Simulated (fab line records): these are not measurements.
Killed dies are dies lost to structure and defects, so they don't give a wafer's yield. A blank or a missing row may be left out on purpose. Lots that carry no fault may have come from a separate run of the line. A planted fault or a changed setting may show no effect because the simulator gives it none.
The same fault as seen by 2 desks	flow gf180mcu	every desk sees just its own numbers, and what lay behind them comes last

DESK OF THE TOOL OWNER: cvd-w-02
The tool's own readings at GF_V3_CVD_23 (deposits W, target thk 350 nm, time 104.9 s): means of the sampled wafers that have a number, for each lot that ran on this tool. The brackets show how far a lot's mean lies from the usual mean; more than 4 standard deviations puts the lot out of limits, marked OUT.
Columns: A = heater-power-w at GF_V3_CVD_23, usual 863 W; B = susceptor-temp-C at GF_V3_CVD_23, usual 400.00 C
lot	first seen here	A	B
L541	day 24 20:26	1003	399.73
L544	day 25 14:23	1140	410.95 (+46) OUT
L543	day 25 17:02	1070	411.22 (+47) OUT
L556	day 29 00:59	1056	400.08
L558	day 29 18:07	1050	399.89
Finding of this desk: L543, L544 out of limits; the first was L544 at day 25 14:23, on susceptor-temp-C at GF_V3_CVD_23. Within limits: L541, L556, L558.

FROM THE METROLOGY DESK
Means of the sampled wafers that have a number, per lot and without regard to the tool the lot ran on: this is what the gauges read. The brackets show how far a lot's mean lies from the usual mean; more than 4 standard deviations puts the lot out of limits, marked OUT.
Columns: A = V3_BOW at GF_V3_BOW_MEAS_05, usual 117 um; B = V3_W_RS at GF_V3_RS_MEAS_24, usual 0.327 ohm/sq; C = V3_W_THK at GF_V3_THK_MEAS_25, usual 349 nm
lot	first seen here	A	B	C
L537	day 22 05:29	106	0.326	349
L541	day 23 21:50	112	0.326	349
L544	day 24 15:29	113	0.272 (-13) OUT	417 (+12) OUT
L543	day 24 18:54	113	0.268 (-14) OUT	419 (+13) OUT
L548	day 25 22:52	123	0.324	350
L551	day 26 14:21	115	0.326	354
L553	day 27 10:05	125	0.326	350
L556	day 28 04:28	121	0.324	349
L557	day 28 10:26	118	0.325	353
L558	day 28 21:53	109	0.327	346
This desk's result: L543, L544 out of limits, first on L544 (V3_W_RS at GF_V3_RS_MEAS_24), day 25 14:30. Within limits: L537, L541, L548, L551, L553, L556, L557, L558.

ALL TOGETHER
The tool owner's desk could have raised an alarm at day 25 14:23, on L543, L544.
L543, L544 would have let the metrology desk raise an alarm at day 25 14:30.
The lots listed all ran GF_V3_CVD_23 on cvd-w-02.

WHAT THE SIMULATOR HAD PUT IN
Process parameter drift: cvd-w-02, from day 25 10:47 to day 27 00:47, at GF_V3_CVD_23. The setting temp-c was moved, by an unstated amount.
Struck lots among those shown: L543, L544.
Counting hours from when the fault started, the first reading out of limits came at 4 for the tool owner's desk and at 4 for the metrology desk.
